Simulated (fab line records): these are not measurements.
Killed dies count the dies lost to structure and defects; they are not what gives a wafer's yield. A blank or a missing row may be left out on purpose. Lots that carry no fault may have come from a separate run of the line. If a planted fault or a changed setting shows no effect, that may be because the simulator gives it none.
Chamber matching    flow gf180mcu    cmp-01 running GF_V3_CMP_26: 4 sister chambers
The step polishes, stops on SiO2, t overpolish 15 s, target thk 0 nm. 36 wafers are shown with their chamber, then 12 later ones without.

WAFERS WITH THEIR CHAMBER
wafer   chamber  motorCurrentA (A)  timeToEndpointS (s)  retainingRingPressureFrac
L074.2  2        9.1                93                   1.002
L074.3  3        12.4               84                   1.005
L074.6  1        11.4               86                   0.999
L076.4  3        12.8               82                   0.998
L076.5  2        9.3                88                   1.002
L076.6  1        11.1               83                   1.007
L078.1  3        12.6               83                   0.992
L078.2  0        10.4               92                   0.999
L078.4  2        9.5                88                   1.007
L080.1  0        10.1               95                   0.990
L080.2  1        11.1               88                   1.006
L080.3  3        13.1               79                   1.001
L081.3  0        10.1               91                   0.992
L081.4  2        10.1               88                   0.999
L081.6  3        12.5               83                   1.010
L082.2  0        10.2               90                   1.003
L082.3  1        10.7               81                   1.002
L082.4  3        14.1               80                   0.996
L083.1  1        11.2               82                   0.997
L083.3  0        10.4               90                   1.004
L083.4  3        12.6               83                   1.002
L084.1  3        12.4               84                   1.001
L084.4  2        9.6                88                   1.008
L084.5  1        11.5               84                   0.991
L085.2  1        11.3               86                   0.996
L085.3  0        10.0               94                   1.003
L085.4  3        12.9               82                   0.993
L090.4  1        12.1               87                   0.998
L090.5  1        10.8               85                   0.994
L090.6  0        10.1               89                   0.995
L091.3  2        9.9                89                   1.007
L091.5  2        9.2                88                   1.001
L091.6  1        10.9               84                   1.000
L092.1  3        12.8               85                   1.005
L092.4  0        10.9               91                   1.001
L092.6  3        13.1               84                   0.995

SIGNATURES (means of the wafers above)
reading                    chamber 0  chamber 1  chamber 2  chamber 3  scatter within a chamber
motorCurrentA              10.275     11.210     9.529      12.845     0.404
timeToEndpointS            91.50      84.60      88.86      82.64      2
retainingRingPressureFrac  0.99838    0.99900    1.00371    0.99982    0.00506
Rule: for each reading, subtract the chamber's mean from the wafer's reading, divide by that reading's scatter and square the result; add these up over the readings and take the root, which gives the wafer's distance from the chamber. If the next closest chamber is less than 2 further off than the closest, the wafer can't be placed; otherwise it belongs to the closest. The scatter: the root of (the sum of the squares of (reading less its chamber's mean) over the shown wafers, divided by (wafers less chambers)).

WAFERS MISSING THEIR CHAMBER
wafer   motorCurrentA (A)  timeToEndpointS (s)  retainingRingPressureFrac
L093.1  10.6               83                   0.991
L093.5  9.9                89                   0.996
L093.6  11.1               88                   0.995
L094.1  10.3               95                   1.000
L094.3  13.3               88                   1.001
L094.4  9.5                93                   1.003
L095.2  12.3               85                   1.003
L095.3  10.1               90                   1.001
L095.6  11.6               85                   0.985
L097.2  9.1                96                   0.994
L097.3  9.7                93                   1.000
L097.4  13.6               86                   0.998

WHICH CHAMBER EACH WENT THROUGH
wafer   from the rows above      in truth
L093.1  1                        1
L093.5  can't be placed: 0 or 2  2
L093.6  can't be placed: 1 or 0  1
L094.1  can't be placed: 0 or 2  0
L094.3  3                        3
L094.4  can't be placed: 2 or 0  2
L095.2  can't be placed: 3 or 1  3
L095.3  can't be placed: 0 or 2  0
L095.6  can't be placed: 1 or 3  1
L097.2  can't be placed: 0 or 2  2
L097.3  can't be placed: 0 or 2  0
L097.4  3                        3
Correct placement for 3 of the 12. From these rows, 9 cannot be placed; in 9 the true chamber is one of the candidates. 0 placed wrongly.
